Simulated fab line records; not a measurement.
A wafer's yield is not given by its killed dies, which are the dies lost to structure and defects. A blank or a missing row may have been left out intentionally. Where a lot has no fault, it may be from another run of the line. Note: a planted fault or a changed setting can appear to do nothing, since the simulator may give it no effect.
A lot that was struck, set against a sound lot + flow sky130 + 16 out of 708 route steps
Sound: wafers L247.3, L247.4, L247.6. Struck: wafer L234.1 (left out: L234.5, L234.6 of the same lot, which were not struck); the cause appears at the end.
Each step with rows lists, per side, the tool, then ch with its chambers, then its first start. Under that, the readings that differ: sound wafers + struck wafers + difference of the means + sigmas: that difference in standard deviations of wafers without a fault.
alike: words and numbers the same on both sides, and readings whose means are apart by under 2 such deviations; not compared: readings that were withheld, readings missing a value for some wafer, numbers with overlapping values and no deviation given by the record, and bounds like >300 which may hide the same value.
A row with sigmas, a row that says differs or no value, or rows on one side alone: a step with any of these is where the two part. When numbers do not overlap yet have no deviation, they are printed without sigmas and do not part them. A reading that every wafer of one side lacks parts them only if that side has two wafers or more.

first, 3 steps without rows for these wafers: SKY_METAL2_EXPOSE_12 (exposes mask MM2, target cd 140 nm); SKY_METAL2_PEB_13; SKY_METAL2_DEVELOP_14 (develop time 60 s).
SKY_METAL2_CD_MEAS_15: target cd 140 nm.
  sound on cd-sem-01 at day 41 12:56; struck on cd-sem-01 at day 37 08:11
  alike: cd-nm
SKY_METAL2_OVL_MEAS_16:
  sound on overlay-01 at day 41 13:01; struck on overlay-01 at day 37 08:19
  alike: METAL2_OVL
SKY_METAL2_DESCUM_17: chemistry O2, time 8 s.
  sound on rie-metal-01 ch 0,1, day 41 13:04; struck on rie-metal-01 ch 1, day 37 08:20
| reading                | sound | struck | difference                   | sigmas |
|------------------------|-------|--------|------------------------------|--------|
| rf-hours-counter-h (h) | - - - | 5      | no value on the sound wafers |        |
  alike: drypump-motor-current-A, oes-product-au
SKY_METAL2_ETCH_18: etches BARC in N2/H2, stops on SiO2, time 45.9 s, target depth 60 nm.
  sound on rie-metal-01 ch 0,1, day 41 13:06; struck on rie-metal-01 ch 1, day 37 08:23
| reading                | sound | struck | difference                   | sigmas |
|------------------------|-------|--------|------------------------------|--------|
| rf-hours-counter-h (h) | - - - | 5      | no value on the sound wafers |        |
  alike: drypump-motor-current-A, h2-flow-sccm, n2-flow-sccm, oes-product-au, throttle-valve-pct
SKY_METAL2_METAL_ETCH_19: etches the open film in Cl2/BCl3, stops on SiO2, target depth 360 nm, time 78 s.
  sound on rie-metal-01 ch 0,1, day 41 13:10; struck on rie-metal-01 ch 1, day 37 08:26
| reading                | sound | struck | difference                   | sigmas |
|------------------------|-------|--------|------------------------------|--------|
| rf-hours-counter-h (h) | - - - | 5      | no value on the sound wafers |        |
  alike: drypump-motor-current-A, oes-product-au, throttle-valve-pct
SKY_METAL2_STRIP_20: strips in O2/N2.
  sound on plasma-asher-02 ch 0,1, day 41 13:16; struck on plasma-asher-02 ch 1, day 37 08:32
| reading                | sound | struck | difference                   | sigmas |
|------------------------|-------|--------|------------------------------|--------|
| rf-hours-counter-h (h) | - - - | 45     | no value on the sound wafers |        |
  alike: drypump-motor-current-A, n2-flow-sccm, oes-product-au, strip-time-to-endpoint-s
then, 3 steps without rows for these wafers: SKY_METAL2_STRIP_21 (strips in post etch residue remover, time 1200 s); SKY_METAL2_CLEAN_22 (cleans in IPA, time 180 s); SKY_METAL2_CLEAN_23 (cleans in O3/DIW).
SKY_VIA2_HDPCVD_00: deposits SiO2, target thk 1180 nm, time 196.7 s.
  sound on hdpcvd-02 ch 1,2, day 41 13:49; struck on hdpcvd-02 ch 0, day 37 09:10
| reading                                  | sound             | struck | difference | sigmas |
|------------------------------------------|-------------------|--------|------------|--------|
| sih4-flow-sccm (sccm)                    | 60.04 59.95 59.85 | 48.12  | -11.83     | -66    |
| model.SiO2_of_VIA2_HDPCVD_00.thk-nm (nm) | 1196 1177 1184    | 951.9  | -233.8     |        |
SKY_VIA2_THK_MEAS_01:
  sound on film-metro-01 at day 41 13:58; struck on film-metro-03 at day 37 09:17
| reading              | sound          | struck | difference | sigmas |
|----------------------|----------------|--------|------------|--------|
| VIA2_HDPCVD_THK (nm) | 1196 1177 1183 | 952    | -233       | -21    |
SKY_VIA2_CMP_02: polishes SiO2.
  sound on cmp-01 ch 1,2,3, day 41 14:04; struck on cmp-01 ch 2, day 37 09:24
  alike: motor-current-A
-- the record jumps here: 10 days lie between the struck wafers' starts before and after (it left off in module VIA2 and takes up again in module PAD_OPEN, whose first step shown is number 708 of the route) --
SKY_PAD_OPEN_PROBE_99:
  sound on prober-02 at day 50 15:43; struck on prober-02 at day 47 14:16
| reading            | sound    | struck | difference | sigmas |
|--------------------|----------|--------|------------|--------|
| killed_at_M0_to_M3 | 38 30 36 | 49     | +14        | +2     |
  alike: defect-limited-yield, killed_at_M4_up, killed-at-contacts, killed-at-front-end, killed-at-other, killed-dies, killed-open, killed-short, sort_bin_3_pad_short, sort_bin_5_function, sort_bin_6_memory, sort-n-pass, sort-yield-pct

WHERE THEY PART
First at SKY_METAL2_DESCUM_17; last, within this record, at SKY_PAD_OPEN_PROBE_99.

WHY: whatever the simulator had introduced
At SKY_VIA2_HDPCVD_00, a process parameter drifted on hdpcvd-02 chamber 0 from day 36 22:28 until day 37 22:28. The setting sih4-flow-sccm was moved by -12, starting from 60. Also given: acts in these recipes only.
